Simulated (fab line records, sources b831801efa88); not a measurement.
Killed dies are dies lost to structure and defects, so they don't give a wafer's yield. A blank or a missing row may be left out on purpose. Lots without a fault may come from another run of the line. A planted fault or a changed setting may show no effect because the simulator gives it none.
A struck lot beside a sound one | flow sfq_line | 42 steps out of a route of 325
Sound: wafers L377.4, L377.5, L377.6. Struck: wafer L384.1. (L384.3, L384.5 of the same lot were not struck and are left out.) The cause comes at the end.
At each step with rows: each side's tool, then ch and its chambers, then its first start. Under that, the readings that differ: sound wafers | struck wafers | difference of the means | sigmas: that difference in standard deviations of wafers without a fault.
alike: readings whose means differ by less than 2 such deviations, and words and numbers that are the same on both sides. not compared: withheld readings, readings that some wafer has no value for, bounds like >300 that may hide the same value, and numbers for which the record gives no deviation and whose values overlap.
The two part at a step that has a row with sigmas, a row that says differs or no value, or rows on one side only. Numbers that don't overlap but have no deviation are shown without sigmas and don't part them. A reading that every wafer of one side lacks parts them only if that side has two wafers or more.

first, 6 steps without rows for these wafers: SFQ_TRILAYER_M0_LITHO_COAT_026 (resist thk 62 nm); SFQ_TRILAYER_M0_LITHO_COAT_021 (resist thk 600 nm); SFQ_TRILAYER_M0_LITHO_SOFTBAKE_025; SFQ_TRILAYER_M0_LITHO_EXPOSE_022 (exposes mask M0, target cd 500 nm); SFQ_TRILAYER_M0_LITHO_PEB_024 (peb time 60 s); SFQ_TRILAYER_M0_LITHO_DEVELOP_023 (time 60 s).
SFQ_M0_OVL_MEAS_906:
  sound on overlay-02, day 9 10:07; struck on overlay-02, day 10 20:43
  reading     | sound    | struck | difference | sigmas
  M0_OVL (nm) | -9 -1 -7 | 17     | +23        | +4
SFQ_TRILAYER_M0_BARC_OPEN_METAL_ETCH_031: etches BARC in O2, target depth 125 nm, time 41.7 s.
  sound on rie_metal-02 ch 0,1, day 9 10:10; struck on rie_metal-04 ch 1, day 10 20:46
  reading                | sound | struck | difference                   | sigmas
  rf_hours_counter_h (h) | - - - | 177    | no value on the sound wafers |
  alike: drypump_motor_current_A, oes_product_au
then, 3 steps without rows for these wafers: SFQ_TRILAYER_M0_ETCH_METAL_ETCH_024 (etches Nb in Cl2/Ar, stops on SiO2, target depth 240 nm, time 120 s); SFQ_TRILAYER_M0_STRIP_STRIP_025 (strips in O2); SFQ_TRILAYER_M0_STRIP_SOLV_CLEAN_026 (cleans in NMP, time 600 s).
SFQ_TRILAYER_I0_DEP_PECVD_027: deposits SiO2 from SiH4/N2O, time 111.11 s, target thk 500 nm.
  sound on pecvd-01 ch 0,1,2, day 9 11:08; struck on pecvd-01 ch 2, day 10 21:43
  alike: heater_power_w, throttle_valve_pct
SFQ_TRILAYER_I0_CMP_CMP_028: polishes SiO2.
  sound on cmp-02 ch 0,2,3, day 9 12:41; struck on cmp-02 ch 0, day 11 02:53
  reading                                             | sound             | struck | difference | sigmas
  time_to_endpoint_s (s)                              | 209 211 224       | 256    | +41        | +6
  model.SiO2_of_TRILAYER_I0_DEP_PECVD_027.thk_nm (nm) | 197.6 199.1 199.1 | 150.2  | -48.4      |
  alike: motor_current_A
SFQ_I0_BOW_MEAS_907:
  sound on film_metro-02, day 9 14:14; struck on film_metro-01, day 11 04:23
  alike: I0_BOW
SFQ_TRILAYER_I0_METRO_MEASURE_029:
  sound on film_metro-02, day 9 14:54; struck on film_metro-01, day 11 04:30
  reading     | sound             | struck | difference | sigmas
  thk_nm (nm) | 197.6 199.1 199.1 | 150.3  | -48.3      | -40
then, 6 steps without rows for these wafers: SFQ_TRILAYER_I0_VIA_LITHO_COAT_036 (resist thk 62 nm); SFQ_TRILAYER_I0_VIA_LITHO_COAT_031 (resist thk 650 nm); SFQ_TRILAYER_I0_VIA_LITHO_SOFTBAKE_035; SFQ_TRILAYER_I0_VIA_LITHO_EXPOSE_032 (exposes mask I0, target cd 500 nm); SFQ_TRILAYER_I0_VIA_LITHO_PEB_034 (peb time 60 s); SFQ_TRILAYER_I0_VIA_LITHO_DEVELOP_033 (time 60 s).
-- the record jumps here: 5 days lie between the struck wafers' starts before and after --
SFQ_I0_OVL_MEAS_908:
  sound on overlay-02, day 14 02:19; struck on overlay-01, day 16 02:17
  alike: I0_OVL
then, 1 step without rows for these wafers: SFQ_TRILAYER_I0_VIA_BARC_OPEN_VIA_ETCH_046 (etches BARC in O2, target depth 125 nm, time 41.7 s).
SFQ_TRILAYER_I0_VIA_ETCH_VIA_ETCH_034: etches SiO2 in CHF3, stops on Nb, target depth 260 nm.
  sound on rie_diel-02 ch 1,2,3, day 14 02:22; struck on rie_diel-01 ch 1, day 16 02:22
  reading                        | sound             | struck | difference | sigmas
  oes_product_au (a.u.)          | 0.844 0.852 0.851 | 0.740  | -0.109     | -20
  model.etch.depth_nm (nm)       | 197.6 199.1 199.1 | 150.2  | -48.4      |
  model.I0.feature_depth_nm (nm) | 197.6 199.1 199.1 | 150.2  | -48.4      |
  alike: drypump_motor_current_A
SFQ_TRILAYER_I0_VIA_STRIP_STRIP_035: strips in O2.
  sound on rie_metal-02 ch 0,1, day 14 02:41; struck on rie_metal-02 ch 1, day 16 02:29
  reading                | sound | struck | difference                   | sigmas
  rf_hours_counter_h (h) | - - - | 125    | no value on the sound wafers |
  alike: drypump_motor_current_A, oes_product_au, platen_temp_c
then, 1 step without rows for these wafers: SFQ_TRILAYER_I0_VIA_STRIP_SOLV_CLEAN_036 (cleans in NMP, time 600 s).
SFQ_TRILAYER_M1_DEP_PRE_CLEAN_038: time 22.5 s.
  sound on pvd_sputter-06, day 14 03:16; struck on pvd_sputter-04, day 16 03:16
  reading                                             | sound             | struck | difference | sigmas
  model.SiO2_of_TRILAYER_I0_DEP_PECVD_027.thk_nm (nm) | 190.1 191.6 191.6 | 142.7  | -48.4      |
SFQ_TRILAYER_M1_DEP_SPUTTER_037: material Nb, target thk 200 nm, time 133.3 s.
  sound on pvd_sputter-06, day 14 03:18; struck on pvd_sputter-04, day 16 03:17
  alike: cathode_dc_power_W, throttle_valve_pct
SFQ_M1_RS_MEAS_909: measures by four-point-probe.
  sound on film_metro-04, day 14 03:27; struck on film_metro-04, day 16 03:23
  alike: M1_NB_RS
then, 6 steps without rows for these wafers: SFQ_TRILAYER_M1_LITHO_COAT_044 (resist thk 62 nm); SFQ_TRILAYER_M1_LITHO_COAT_039 (resist thk 600 nm); SFQ_TRILAYER_M1_LITHO_SOFTBAKE_043; SFQ_TRILAYER_M1_LITHO_EXPOSE_040 (exposes mask M1, target cd 500 nm); SFQ_TRILAYER_M1_LITHO_PEB_042 (peb time 60 s); SFQ_TRILAYER_M1_LITHO_DEVELOP_041 (time 60 s).
-- the record jumps here: 5 days lie between the struck wafers' starts before and after --
SFQ_M1_OVL_MEAS_911:
  sound on overlay-01, day 18 12:31; struck on overlay-02, day 20 16:13
  alike: M1_OVL
then, 1 step without rows for these wafers: SFQ_TRILAYER_M1_BARC_OPEN_METAL_ETCH_054 (etches BARC in O2, target depth 125 nm, time 41.7 s).
SFQ_TRILAYER_M1_ETCH_METAL_ETCH_042: etches Nb in Cl2/Ar, stops on SiO2, target depth 240 nm, time 120 s.
  sound on rie_metal-03 ch 0,1, day 18 12:38; struck on rie_metal-01 ch 0, day 20 16:19
  reading                | sound | struck | difference                   | sigmas
  rf_hours_counter_h (h) | - - - | 4      | no value on the sound wafers |
  alike: drypump_motor_current_A, oes_product_au
then, 3 steps without rows for these wafers: SFQ_TRILAYER_M1_STRIP_STRIP_043 (strips in O2); SFQ_TRILAYER_M1_STRIP_SOLV_CLEAN_044 (cleans in NMP, time 600 s); SFQ_TRILAYER_I1_DEP_PECVD_045 (deposits SiO2 from SiH4/N2O, time 111.11 s, target thk 500 nm).
-- the record jumps here: 57 days lie between the struck wafers' starts before and after --
SFQ_M8_BOW_MEAS_951:
  sound on film_metro-01, day 76 15:03; struck on film_metro-03, day 77 22:43
  reading                 | sound             | struck | difference | sigmas
  model.etest.i0.link_ohm | 1.972 1.959 1.949 | 1.94   | -0.02      |
  alike: M8_BOW

WHERE THEY PART
First at SFQ_M0_OVL_MEAS_906; last, within this record, at SFQ_TRILAYER_M1_ETCH_METAL_ETCH_042. Later steps at which nothing parts them and some readings are alike: SFQ_M8_BOW_MEAS_951.

WHY: what the simulator had put in
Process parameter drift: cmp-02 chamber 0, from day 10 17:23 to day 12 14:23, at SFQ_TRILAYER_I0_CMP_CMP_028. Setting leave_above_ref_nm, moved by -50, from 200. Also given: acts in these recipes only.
